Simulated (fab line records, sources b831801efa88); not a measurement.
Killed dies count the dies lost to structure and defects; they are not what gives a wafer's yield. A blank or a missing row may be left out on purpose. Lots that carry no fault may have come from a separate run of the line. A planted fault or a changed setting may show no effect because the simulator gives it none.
fab line records	flow gf180mcu
record lots=24	wafers=72	last_day=34
route steps=602 shown M2@363 V2@398 M3@409 V3@445 V4@501
lots with no fault: from the same line, run without faults
start_h: hours from the record's first day to the start of the lot's first wafer shown	wait_h: hours since the lot's step before	" identical to the entry in the row above	L1.1+2: a single row standing in for several wafers	- either no value or no given start	* or withheld: withheld	< > ~ a bound
route shown NAME@n: names a module that has steps shown in the file, with the first one's number in the route	usual: mean/standard deviation taken from wafers without a fault	same: alike in all rows	chamber/n: place in a boat	sites: per-site readings	_std_site: their standard deviation	_edge_site: the outer-site mean with the inner-site mean subtracted	radius_mm: how far each site lies from the wafer's centre	mask NAME#n: copy n	behind: the last tool/chamber to shape the wafer	hold: why the lot went on hold/how many hours it stayed there/how the hold came to an end	device: the n, p or np transistor that did not switch	end of line: tests run on the same wafers once the route is complete	a step given without rows: its recipe and nothing more	killed: the dies lost at the first sort to structure and to defects; this is not the yield of the wafer	map: the dies of a wafer, with x for killed, . for not killed, _ for no die there
set.NAME: the run value of the setting; set.NAME@STEP: its run value at that earlier step	model.NAME: the simulator's own value behind a step, which no gauge read
steps of the route over a sample of lots; a table a step, a row a wafer
services: when a tool's chamber went out of use (start_h, in hours from the record's first day, below 0 if earlier), for how many hours, and the reason
## steps
# step GF_M2_SPUTTER_01
# recipe material=TiN	target_thk_nm=30	power_w=6500	time_s=25	chamber_pressure_pa=0.4
# usual chamber_pressure_pa=0.4001/0.00081	throttle_valve_pct=30.1/0.86
lot.wafer	tool	chamber	start_h	wait_h	chamber_pressure_pa	throttle_valve_pct
L074.1	pvd_sputter-04	-	416.95	0.1	0.4005	28.4
L074.3	"	-	"	"	0.4004	29.6
L074.5	"	-	"	"	0.4001	30.5
L075.1	pvd_sputter-02	-	417.58	0.1	0.4007	30.4
L075.2	"	-	"	"	0.3998	29.8
L075.3	"	-	"	"	0.4001	28.9
L076.1	pvd_sputter-04	-	433.10	0.1	0.4002	30.4
L076.5	"	-	"	"	0.4010	29.9
L076.6	"	-	"	"	0.3995	31.2
L077.1	pvd_sputter-04	-	438.92	0.1	0.3999	31.2
L077.3	"	-	"	"	0.3997	30.6
L077.4	"	-	"	"	0.3998	30.5
L078.1	pvd_sputter-02	-	452.41	0.1	0.4007	30.4
L078.2	"	-	"	"	0.4012	30.7
L078.5	"	-	"	"	0.4005	29.4
L079.1	pvd_sputter-03	-	460.01	0.1	0.4007	29.2
L079.3	"	-	"	"	0.4005	29.9
L079.4	"	-	"	"	0.3997	30.8
L080.3	pvd_sputter-03	-	476.42	0.1	0.4001	31.2
L080.5	"	-	"	"	0.3997	31.0
L080.6	"	-	"	"	0.3998	29.1
L081.3	pvd_sputter-04	-	482.78	0.1	0.4006	31.1
L081.5	"	-	"	"	0.3992	29.7
L081.6	"	-	"	"	0.4006	31.3
L082.1	pvd_sputter-03	-	492.86	0.1	0.3997	29.9
L082.2	"	-	"	"	0.3987	31.2
L082.4	"	-	"	"	0.3999	30.1
L083.3	pvd_sputter-03	-	499.69	0.1	0.4003	31.2
L083.4	"	-	"	"	0.4009	29.2
L083.6	"	-	"	"	0.3994	29.0
L084.2	pvd_sputter-03	-	503.65	0.1	0.4006	28.8
L084.4	"	-	"	"	0.4005	31.2
L084.5	"	-	"	"	0.3999	31.1
L085.2	pvd_sputter-03	-	512.06	0.1	0.4014	28.5
L085.3	"	-	"	"	0.4002	31.3
L085.6	"	-	"	"	0.4003	29.1
L086.2	pvd_sputter-04	-	528.11	0.1	0.4015	28.3
L086.4	"	-	"	"	0.4005	30.5
L086.6	"	-	"	"	0.4010	30.5
L087.1	pvd_sputter-04	-	532.96	0.1	0.4000	28.8
L087.2	"	-	"	"	0.4023	29.4
L087.4	"	-	"	"	0.3992	30.7
L088.1	pvd_sputter-02	-	538.04	0.1	0.4010	30.0
L088.2	"	-	"	"	0.3995	29.1
L088.4	"	-	"	"	0.3983	30.6
L089.3	pvd_sputter-03	-	548.08	0.1	0.4007	29.7
L089.4	"	-	"	"	0.4001	29.0
L089.6	"	-	"	"	0.3992	29.0
L090.1	pvd_sputter-02	-	553.96	0.1	0.3992	29.0
L090.5	"	-	"	"	0.3994	29.1
L090.6	"	-	"	"	0.4006	29.9
L091.1	pvd_sputter-02	-	560.90	0.1	0.3995	30.5
L091.5	"	-	"	"	0.3986	30.5
L091.6	"	-	"	"	0.4013	29.8
L092.1	pvd_sputter-02	-	565.74	0.1	0.4007	30.4
L092.2	"	-	"	"	0.3996	28.9
L092.3	"	-	"	"	0.4004	30.0
L093.2	pvd_sputter-03	-	582.85	0.1	0.4001	29.9
L093.3	"	-	"	"	0.3995	31.2
L093.6	"	-	"	"	0.4011	29.7
L094.1	pvd_sputter-02	-	585.38	0.1	0.4004	29.7
L094.2	"	-	"	"	0.3998	29.2
L094.4	"	-	"	"	0.3998	30.7
L095.3	pvd_sputter-02	-	592.70	0.1	0.4005	30.0
L095.4	"	-	"	"	0.4017	30.7
L095.6	"	-	"	"	0.3999	29.2
L096.3	pvd_sputter-04	-	602.06	0.1	0.3998	28.6
L096.4	"	-	"	"	0.4006	29.9
L096.5	"	-	"	"	0.3999	30.6
L097.1	pvd_sputter-04	-	609.41	0.1	0.4013	28.5
L097.5	"	-	"	"	0.4000	31.2
L097.6	"	-	"	"	0.3995	28.6
# step GF_M2_CD_MEAS_14
# recipe target_cd_nm=280
# usual cd_nm=279.9/1.3
lot.wafer	tool	chamber	start_h	wait_h	cd_nm
L074.1	cd_sem-01	-	441.62	0.1	280.0
L074.3	"	-	"	"	280.1
L074.5	"	-	"	"	278.7
L075.1	cd_sem-02	-	441.87	0.1	281.6
L075.2	"	-	"	"	279.7
L075.3	"	-	"	"	280.4
L076.1	cd_sem-01	-	458.42	0.1	280.2
L076.5	"	-	"	"	281.9
L076.6	"	-	"	"	281.4
L077.1	cd_sem-01	-	463.32	0.1	278.5
L077.3	"	-	"	"	279.6
L077.4	"	-	"	"	278.4
L078.1	cd_sem-02	-	476.36	0.1	279.9
L078.2	"	-	"	"	277.4
L078.5	"	-	"	"	277.9
L079.1	cd_sem-01	-	484.72	0.1	279.6
L079.3	"	-	"	"	279.1
L079.4	"	-	"	"	280.3
L080.3	cd_sem-02	-	500.05	0.1	279.0
L080.5	"	-	"	"	277.4
L080.6	"	-	"	"	279.0
L081.3	cd_sem-01	-	506.36	0.1	278.3
L081.5	"	-	"	"	278.7
L081.6	"	-	"	"	278.8
L082.1	cd_sem-01	-	516.47	0.1	279.3
L082.2	"	-	"	"	280.2
L082.4	"	-	"	"	280.5
L083.3	cd_sem-02	-	523.20	0.1	278.9
L083.4	"	-	"	"	278.9
L083.6	"	-	"	"	279.6
L084.2	cd_sem-02	-	527.08	0.1	279.5
L084.4	"	-	"	"	280.6
L084.5	"	-	"	"	280.8
L085.2	cd_sem-01	-	535.28	0.1	279.3
L085.3	"	-	"	"	279.0
L085.6	"	-	"	"	279.4
L086.2	cd_sem-02	-	550.73	0.1	282.6
L086.4	"	-	"	"	282.6
L086.6	"	-	"	"	283.2
L087.1	cd_sem-01	-	555.57	0.1	278.6
L087.2	"	-	"	"	278.7
L087.4	"	-	"	"	278.8
L088.1	cd_sem-02	-	560.42	0.1	279.3
L088.2	"	-	"	"	279.1
L088.4	"	-	"	"	279.9
L089.3	cd_sem-02	-	570.16	0.1	279.0
L089.4	"	-	"	"	278.2
L089.6	"	-	"	"	277.9
L090.1	cd_sem-01	-	575.91	0.1	282.5
L090.5	"	-	"	"	281.5
L090.6	"	-	"	"	280.7
L091.1	cd_sem-01	-	583.07	0.1	278.9
L091.5	"	-	"	"	280.5
L091.6	"	-	"	"	279.9
L092.1	cd_sem-02	-	588.16	0.1	281.1
L092.2	"	-	"	"	280.8
L092.3	"	-	"	"	280.3
L093.2	cd_sem-01	-	603.98	0.1	279.3
L093.3	"	-	"	"	278.1
L093.6	"	-	"	"	278.2
L094.1	cd_sem-02	-	606.61	0.1	280.9
L094.2	"	-	"	"	279.8
L094.4	"	-	"	"	279.9
L095.3	cd_sem-01	-	613.60	0.1	281.2
L095.4	"	-	"	"	280.9
L095.6	"	-	"	"	280.2
L096.3	cd_sem-01	-	622.06	0.1	280.4
L096.4	"	-	"	"	279.8
L096.5	"	-	"	"	280.6
L097.1	cd_sem-02	-	634.07	0.1	281.7
L097.5	"	-	"	"	282.7
L097.6	"	-	"	"	282.7
# step GF_V2_ETCH_16
# recipe chemistry=N2/H2	target_depth_a=withheld	overetch_a=withheld	time_s=withheld	target=BARC	ion_energy_ev=200	source_w=500	bias_w=100	pressure_mtorr=30	n2_flow_sccm=100	h2_flow_sccm=200
# usual drypump_motor_current_A=6.0/0.36	n2_flow_sccm=100.01/0.28	oes_product_au=0.855/0.0051	throttle_valve_pct=13.224/0.0099
lot.wafer	tool	chamber	start_h	wait_h	drypump_motor_current_A	n2_flow_sccm	oes_product_au	throttle_valve_pct
L074.1	rie_diel-03	2	467.48	0.0	5.8	100.21	0.859	13.236
L074.3	"	1	"	"	6.3	99.99	0.855	13.220
L074.5	"	2	"	"	5.8	99.90	0.860	13.224
L075.1	rie_diel-04	2	467.71	0.0	6.3	99.94	0.853	13.216
L075.2	"	0	"	"	5.7	99.77	0.844	13.220
L075.3	"	3	"	"	6.1	99.93	0.861	13.225
L076.1	rie_diel-01	2	484.57	0.0	5.8	99.80	0.850	13.223
L076.5	"	0	"	"	6.3	100.03	0.847	13.230
L076.6	"	3	"	"	5.6	99.92	0.850	13.209
L077.1	rie_diel-04	0	488.32	0.0	5.7	100.39	0.852	13.226
L077.3	"	3	"	"	6.2	100.12	0.848	13.232
L077.4	"	2	"	"	6.4	99.87	0.853	13.238
L078.1	rie_diel-04	1	500.92	0.0	6.7	99.85	0.854	13.225
L078.2	"	3	"	"	6.1	100.58	0.858	13.215
L078.5	"	0	"	"	5.7	100.00	0.850	13.222
L079.1	rie_diel-04	1	509.96	0.0	6.7	99.82	0.858	13.221
L079.3	"	2	"	"	6.4	100.13	0.849	13.224
L079.4	"	0	"	"	5.7	100.41	0.844	13.227
L080.3	rie_diel-04	0	524.28	0.0	5.7	100.26	0.857	13.234
L080.5	"	0	"	"	5.7	100.43	0.859	13.249
L080.6	"	3	"	"	6.1	100.21	0.854	13.217
L081.3	rie_diel-04	0	530.78	0.0	5.7	100.00	0.858	13.230
L081.5	"	3	"	"	6.1	99.97	0.854	13.221
L081.6	"	2	"	"	6.4	100.26	0.858	13.228
L082.1	rie_diel-03	3	540.80	0.0	5.6	99.94	0.860	13.230
L082.2	"	2	"	"	5.8	100.08	0.846	13.226
L082.4	"	0	"	"	6.4	99.81	0.855	13.213
L083.3	rie_diel-03	2	547.62	0.0	5.8	99.58	0.848	13.219
L083.4	"	3	"	"	5.6	100.26	0.851	13.230
L083.6	"	0	"	"	6.4	100.34	0.855	13.212
L084.2	rie_diel-01	1	551.95	0.0	5.5	100.20	0.857	13.239
L084.4	"	1	"	"	5.5	99.75	0.858	13.199
L084.5	"	0	"	"	6.3	100.31	0.862	13.220
L085.2	rie_diel-01	1	558.73	0.0	5.4	99.80	0.852	13.225
L085.3	"	3	"	"	5.6	100.30	0.863	13.217
L085.6	"	2	"	"	5.8	100.56	0.862	13.237
L086.2	rie_diel-04	2	574.12	0.0	6.4	99.62	0.857	13.217
L086.4	"	0	"	"	5.7	99.61	0.850	13.205
L086.6	"	3	"	"	6.1	99.84	0.852	13.198
L087.1	rie_diel-01	1	579.27	0.0	5.4	99.66	0.855	13.211
L087.2	"	0	"	"	6.3	100.26	0.852	13.219
L087.4	"	3	"	"	5.6	100.20	0.858	13.215
L088.1	rie_diel-01	1	584.18	0.0	5.5	99.95	0.859	13.238
L088.2	"	3	"	"	5.6	99.91	0.856	13.212
L088.4	"	2	"	"	5.8	100.00	0.848	13.224
L089.3	rie_diel-01	3	593.32	0.0	5.6	100.03	0.855	13.228
L089.4	"	2	"	"	5.8	99.36	0.853	13.233
L089.6	"	3	"	"	5.6	100.12	0.858	13.211
L090.1	rie_diel-03	2	599.02	0.0	5.8	99.60	0.853	13.237
L090.5	"	1	"	"	6.3	100.15	0.847	13.225
L090.6	"	0	"	"	6.3	100.15	0.854	13.221
L091.1	rie_diel-03	0	605.42	0.0	6.4	99.63	0.858	13.225
L091.5	"	2	"	"	5.8	99.78	0.855	13.224
L091.6	"	1	"	"	6.2	99.77	0.863	13.238
L092.1	rie_diel-03	1	610.65	0.0	6.3	100.09	0.860	13.236
L092.2	"	0	"	"	6.3	99.86	0.857	13.234
L092.3	"	2	"	"	5.8	99.79	0.857	13.203
L093.2	rie_diel-03	3	626.30	0.0	5.6	100.22	0.850	13.244
L093.3	"	1	"	"	6.2	99.94	0.851	13.231
L093.6	"	1	"	"	6.2	100.32	0.856	13.200
L094.1	rie_diel-04	0	628.83	0.0	5.7	100.00	0.848	13.227
L094.2	"	2	"	"	6.4	99.97	0.850	13.209
L094.4	"	1	"	"	6.7	99.88	0.853	13.225
L095.3	rie_diel-04	3	635.57	0.0	6.1	99.96	0.849	13.216
L095.4	"	2	"	"	6.4	99.82	0.856	13.236
L095.6	"	2	"	"	6.4	99.84	0.859	13.223
L096.3	rie_diel-01	1	644.48	0.0	5.4	100.05	0.856	13.220
L096.4	"	0	"	"	6.3	100.43	0.854	13.227
L096.5	"	3	"	"	5.6	100.12	0.852	13.223
L097.1	rie_diel-03	2	654.83	0.0	5.8	99.59	0.857	13.221
L097.5	"	0	"	"	6.4	99.71	0.862	13.215
L097.6	"	3	"	"	5.6	99.89	0.853	13.227
# step GF_M3_SPUTTER_00
# recipe material=Ti	target_thk_nm=37.5	arriving_ion_energy_ev=80	substrate_temp_c=200	chamber_pressure_pa=2	power_w=4000	time_s=150
# usual chamber_pressure_pa=2.000/0.004	throttle_valve_pct=29.9/0.98
lot.wafer	tool	chamber	start_h	wait_h	chamber_pressure_pa	throttle_valve_pct
L074.1	pvd_sputter-03	-	468.83	0.2	2.003	29.6
L074.3	"	-	"	"	1.999	31.4
L074.5	"	-	"	"	2.005	31.3
L075.1	pvd_sputter-04	-	469.07	0.2	1.997	29.8
L075.2	"	-	"	"	2.000	28.6
L075.3	"	-	"	"	2.002	30.8
L076.1	pvd_sputter-01	-	485.96	0.1	1.998	29.1
L076.5	"	-	"	"	2.003	28.8
L076.6	"	-	"	"	1.991	29.8
L077.1	pvd_sputter-01	-	489.68	0.2	1.995	30.9
L077.3	"	-	"	"	1.996	29.7
L077.4	"	-	"	"	1.999	28.8
L078.1	pvd_sputter-03	-	502.32	0.1	1.997	31.4
L078.2	"	-	"	"	2.005	31.1
L078.5	"	-	"	"	1.996	29.0
L079.1	pvd_sputter-04	-	511.38	0.2	2.006	28.4
L079.3	"	-	"	"	1.996	30.7
L079.4	"	-	"	"	2.002	31.0
L080.3	pvd_sputter-01	-	525.65	0.1	1.992	29.6
L080.5	"	-	"	"	2.002	31.1
L080.6	"	-	"	"	2.003	29.8
L081.3	pvd_sputter-03	-	532.16	0.2	2.004	31.2
L081.5	"	-	"	"	1.996	30.1
L081.6	"	-	"	"	2.004	29.1
L082.1	pvd_sputter-01	-	542.19	0.1	2.004	28.8
L082.2	"	-	"	"	1.999	29.8
L082.4	"	-	"	"	2.003	28.8
L083.3	pvd_sputter-04	-	548.99	0.2	1.996	30.5
L083.4	"	-	"	"	2.004	31.3
L083.6	"	-	"	"	1.995	29.3
L084.2	pvd_sputter-01	-	553.32	0.1	2.003	31.0
L084.4	"	-	"	"	2.000	28.3
L084.5	"	-	"	"	2.000	30.9
L085.2	pvd_sputter-04	-	560.20	0.2	1.996	28.6
L085.3	"	-	"	"	2.006	30.3
L085.6	"	-	"	"	2.000	29.5
L086.2	pvd_sputter-04	-	576.13	0.2	1.998	30.7
L086.4	"	-	"	"	1.998	31.1
L086.6	"	-	"	"	1.992	30.6
L087.1	pvd_sputter-01	-	580.85	0.1	1.997	30.9
L087.2	"	-	"	"	2.004	29.0
L087.4	"	-	"	"	2.004	29.8
L088.1	pvd_sputter-03	-	585.58	0.2	2.010	29.2
L088.2	"	-	"	"	1.997	31.2
L088.4	"	-	"	"	2.002	30.0
L089.3	pvd_sputter-03	-	594.82	0.1	1.999	28.7
L089.4	"	-	"	"	1.995	31.1
L089.6	"	-	"	"	1.996	29.0
L090.1	pvd_sputter-01	-	600.38	0.2	2.003	28.7
L090.5	"	-	"	"	1.999	29.5
L090.6	"	-	"	"	2.000	31.2
L091.1	pvd_sputter-03	-	607.02	0.2	2.010	28.8
L091.5	"	-	"	"	2.001	30.0
L091.6	"	-	"	"	2.001	28.8
L092.1	pvd_sputter-03	-	612.01	0.1	1.995	31.5
L092.2	"	-	"	"	2.001	29.8
L092.3	"	-	"	"	2.001	31.2
L093.2	pvd_sputter-04	-	627.65	0.2	2.000	31.3
L093.3	"	-	"	"	2.002	29.9
L093.6	"	-	"	"	1.998	29.8
L094.1	pvd_sputter-04	-	630.18	0.1	1.997	31.2
L094.2	"	-	"	"	2.002	30.0
L094.4	"	-	"	"	2.005	31.2
L095.3	pvd_sputter-01	-	636.96	0.1	1.998	28.6
L095.4	"	-	"	"	1.994	29.0
L095.6	"	-	"	"	1.996	29.0
L096.3	pvd_sputter-01	-	645.87	0.1	2.008	28.8
L096.4	"	-	"	"	2.011	28.9
L096.5	"	-	"	"	2.004	29.4
L097.1	pvd_sputter-03	-	656.19	0.2	2.001	28.7
L097.5	"	-	"	"	1.995	31.2
L097.6	"	-	"	"	1.995	30.0
# step GF_V3_ETCH_16
# recipe chemistry=N2/H2	target_depth_a=withheld	overetch_a=withheld	time_s=withheld	target=BARC	ion_energy_ev=200	source_w=500	bias_w=100	pressure_mtorr=30	n2_flow_sccm=100	h2_flow_sccm=200
# usual drypump_motor_current_A=5.8/0.45	n2_flow_sccm=100.0/0.31	oes_product_au=0.854/0.0046	throttle_valve_pct=13.224/0.009
lot.wafer	tool	chamber	start_h	wait_h	drypump_motor_current_A	n2_flow_sccm	oes_product_au	throttle_valve_pct
L074.1	rie_diel-01	0	518.40	0.0	6.3	99.9	0.849	13.235
L074.3	"	3	"	"	5.6	99.9	0.862	13.231
L074.5	"	2	"	"	5.8	99.8	0.852	13.236
L075.1	rie_diel-03	2	518.72	0.0	5.8	100.1	0.860	13.231
L075.2	"	0	"	"	6.3	99.5	0.868	13.232
L075.3	"	1	"	"	6.3	99.7	0.853	13.219
L076.1	rie_diel-02	1	534.45	0.0	6.0	99.8	0.850	13.220
L076.5	"	2	"	"	4.8	100.5	0.856	13.213
L076.6	"	3	"	"	6.0	99.3	0.853	13.236
L077.1	rie_diel-03	1	537.97	0.0	6.3	100.1	0.849	13.236
L077.3	"	0	"	"	6.4	99.5	0.856	13.220
L077.4	"	3	"	"	5.6	99.8	0.853	13.224
L078.1	rie_diel-02	0	549.47	0.0	6.1	99.9	0.853	13.237
L078.2	"	2	"	"	4.8	99.8	0.855	13.223
L078.5	"	0	"	"	6.1	99.8	0.855	13.220
L079.1	rie_diel-03	3	558.85	0.0	5.6	100.1	0.860	13.227
L079.3	"	1	"	"	6.3	100.1	0.856	13.218
L079.4	"	2	"	"	5.8	100.3	0.852	13.219
L080.3	rie_diel-01	1	572.55	0.0	5.5	100.0	0.853	13.224
L080.5	"	0	"	"	6.3	99.8	0.842	13.223
L080.6	"	1	"	"	5.5	99.8	0.857	13.228
L081.3	rie_diel-02	0	579.52	0.0	6.1	99.6	0.844	13.224
L081.5	"	0	"	"	6.0	99.4	0.854	13.223
L081.6	"	3	"	"	6.0	100.5	0.847	13.223
L082.1	rie_diel-02	0	588.35	0.0	6.1	100.2	0.855	13.225
L082.2	"	2	"	"	4.8	99.8	0.861	13.232
L082.4	"	3	"	"	6.0	100.2	0.854	13.219
L083.3	rie_diel-02	0	593.67	0.0	6.1	99.6	0.863	13.225
L083.4	"	1	"	"	6.0	99.6	0.859	13.225
L083.6	"	1	"	"	6.0	99.6	0.856	13.218
L084.2	rie_diel-01	2	598.70	0.0	5.8	99.8	0.853	13.229
L084.4	"	0	"	"	6.3	100.3	0.854	13.244
L084.5	"	0	"	"	6.3	99.9	0.856	13.217
L085.2	rie_diel-01	0	605.07	0.0	6.3	99.9	0.854	13.218
L085.3	"	1	"	"	5.4	100.5	0.850	13.211
L085.6	"	0	"	"	6.4	100.4	0.857	13.231
L086.2	rie_diel-02	0	619.70	0.0	6.0	99.7	0.847	13.220
L086.4	"	1	"	"	6.0	100.5	0.868	13.231
L086.6	"	2	"	"	4.8	99.6	0.849	13.236
L087.1	rie_diel-03	1	625.22	0.0	6.2	100.0	0.852	13.218
L087.2	"	3	"	"	5.6	100.2	0.846	13.214
L087.4	"	2	"	"	5.8	100.5	0.849	13.230
L088.1	rie_diel-02	1	629.22	0.0	6.0	99.8	0.850	13.219
L088.2	"	3	"	"	6.0	100.0	0.850	13.228
L088.4	"	0	"	"	6.1	99.9	0.855	13.234
L089.3	rie_diel-02	0	637.42	0.0	6.1	99.5	0.854	13.209
L089.4	"	3	"	"	6.0	99.6	0.847	13.241
L089.6	"	2	"	"	4.8	99.9	0.852	13.234
L090.1	rie_diel-01	3	643.01	0.0	5.6	99.7	0.848	13.236
L090.5	"	3	"	"	5.6	100.4	0.854	13.226
L090.6	"	0	"	"	6.3	100.1	0.851	13.220
L091.1	rie_diel-01	1	649.71	0.0	5.4	99.8	0.854	13.235
L091.5	"	3	"	"	5.6	99.3	0.848	13.212
L091.6	"	0	"	"	6.3	100.0	0.859	13.221
L092.1	rie_diel-02	0	653.60	0.0	6.0	99.9	0.858	13.235
L092.2	"	1	"	"	6.0	100.0	0.855	13.223
L092.3	"	3	"	"	6.0	99.7	0.863	13.217
L093.2	rie_diel-02	3	668.95	0.0	6.0	99.9	0.856	13.224
L093.3	"	0	"	"	6.1	100.2	0.856	13.207
L093.6	"	0	"	"	6.1	99.8	0.852	13.224
L094.1	rie_diel-03	3	672.12	0.0	5.6	99.7	0.847	13.225
L094.2	"	1	"	"	6.3	99.7	0.853	13.238
L094.4	"	1	"	"	6.3	99.5	0.857	13.203
L095.3	rie_diel-01	3	677.22	0.0	5.6	100.5	0.860	13.220
L095.4	"	1	"	"	5.4	99.6	0.855	13.218
L095.6	"	1	"	"	5.5	99.8	0.846	13.230
L096.3	rie_diel-01	1	686.25	0.0	5.4	99.8	0.858	13.220
L096.4	"	0	"	"	6.4	99.9	0.854	13.228
L096.5	"	3	"	"	5.6	99.7	0.856	13.218
L097.1	rie_diel-01	0	696.05	0.0	6.3	99.4	0.853	13.208
L097.5	"	0	"	"	6.3	99.8	0.847	13.237
L097.6	"	3	"	"	5.7	100.0	0.862	13.235
# step GF_V4_THK_MEAS_25
# recipe thk_meas_gauge=xrf	reads=W_of_V4_CVD_23
# usual V4_W_THK=346/5.1
lot.wafer	tool	chamber	start_h	wait_h	V4_W_THK[nm]
L074.1	film_metro-03	-	567.63	0.1	350
L074.3	"	-	"	"	353
L074.5	"	-	"	"	350
L075.1	film_metro-03	-	568.13	0.1	351
L075.2	"	-	"	"	359
L075.3	"	-	"	"	344
L076.1	film_metro-03	-	582.97	0.1	356
L076.5	"	-	"	"	349
L076.6	"	-	"	"	350
L077.1	film_metro-03	-	587.02	0.1	348
L077.3	"	-	"	"	349
L077.4	"	-	"	"	343
L078.1	film_metro-02	-	598.36	0.1	346
L078.2	"	-	"	"	344
L078.5	"	-	"	"	346
L079.1	film_metro-03	-	606.10	0.1	343
L079.3	"	-	"	"	355
L079.4	"	-	"	"	346
L080.3	film_metro-04	-	618.80	0.1	345
L080.5	"	-	"	"	349
L080.6	"	-	"	"	340
L081.3	film_metro-04	-	626.13	0.1	353
L081.5	"	-	"	"	348
L081.6	"	-	"	"	347
L082.1	film_metro-02	-	634.90	0.1	354
L082.2	"	-	"	"	346
L082.4	"	-	"	"	355
L083.3	film_metro-02	-	639.72	0.1	345
L083.4	"	-	"	"	341
L083.6	"	-	"	"	345
L084.2	film_metro-03	-	645.11	0.1	342
L084.4	"	-	"	"	345
L084.5	"	-	"	"	339
L085.2	film_metro-04	-	650.41	0.1	344
L085.3	"	-	"	"	344
L085.6	"	-	"	"	340
L086.2	film_metro-04	-	664.29	0.1	337
L086.4	"	-	"	"	344
L086.6	"	-	"	"	343
L087.1	film_metro-02	-	668.53	0.1	341
L087.2	"	-	"	"	334
L087.4	"	-	"	"	341
L088.1	film_metro-02	-	673.56	0.1	346
L088.2	"	-	"	"	343
L088.4	"	-	"	"	344
L089.3	film_metro-03	-	679.80	0.1	341
L089.4	"	-	"	"	342
L089.6	"	-	"	"	347
L090.1	film_metro-02	-	686.58	0.1	339
L090.5	"	-	"	"	345
L090.6	"	-	"	"	347
L091.1	film_metro-03	-	692.79	0.1	343
L091.5	"	-	"	"	353
L091.6	"	-	"	"	345
L092.1	film_metro-03	-	696.38	0.1	343
L092.2	"	-	"	"	341
L092.3	"	-	"	"	336
L093.2	film_metro-04	-	710.69	0.1	339
L093.3	"	-	"	"	341
L093.6	"	-	"	"	336
L094.1	film_metro-02	-	713.60	0.1	351
L094.2	"	-	"	"	355
L094.4	"	-	"	"	346
L095.3	film_metro-03	-	718.82	0.1	350
L095.4	"	-	"	"	339
L095.6	"	-	"	"	348
L096.3	film_metro-03	-	726.95	0.1	349
L096.4	"	-	"	"	347
L096.5	"	-	"	"	348
L097.1	film_metro-04	-	735.90	0.1	344
L097.5	"	-	"	"	346
L097.6	"	-	"	"	348
## services
tool	chamber	start_h	hours	kind
rie_diel-02	3	395.57	8.4	repair
rie_diel-02	3	413.18	18.6	repair
rie_diel-03	1	418.86	9.5	repair
pvd_sputter-03	-	426.64	4.7	repair
rie_diel-03	2	430.29	3.9	repair
pvd_sputter-04	-	440.37	13.6	repair
pvd_sputter-04	-	445.56	2.9	repair
rie_diel-01	-	454.31	2.8	pm
rie_diel-02	0	456.87	32.7	repair
rie_diel-02	1	490.62	6.7	repair
rie_diel-01	3	521.14	31.1	repair
rie_diel-03	3	524.28	2.4	repair
rie_diel-01	0	526.43	2.9	repair
rie_diel-01	3	566.01	5.5	repair
pvd_sputter-04	-	573.51	2.1	repair
rie_diel-03	3	597.70	22.7	repair
pvd_sputter-04	-	604.51	3.5	repair
rie_diel-01	1	609.40	2.7	repair
rie_diel-03	-	626.53	10.0	pm
rie_diel-01	2	640.04	4.6	repair
rie_diel-03	2	669.52	7.5	repair
pvd_sputter-03	-	677.38	1.3	repair
rie_diel-03	3	683.68	5.6	repair
rie_diel-03	-	688.75	0.7	repair
## key
fault none
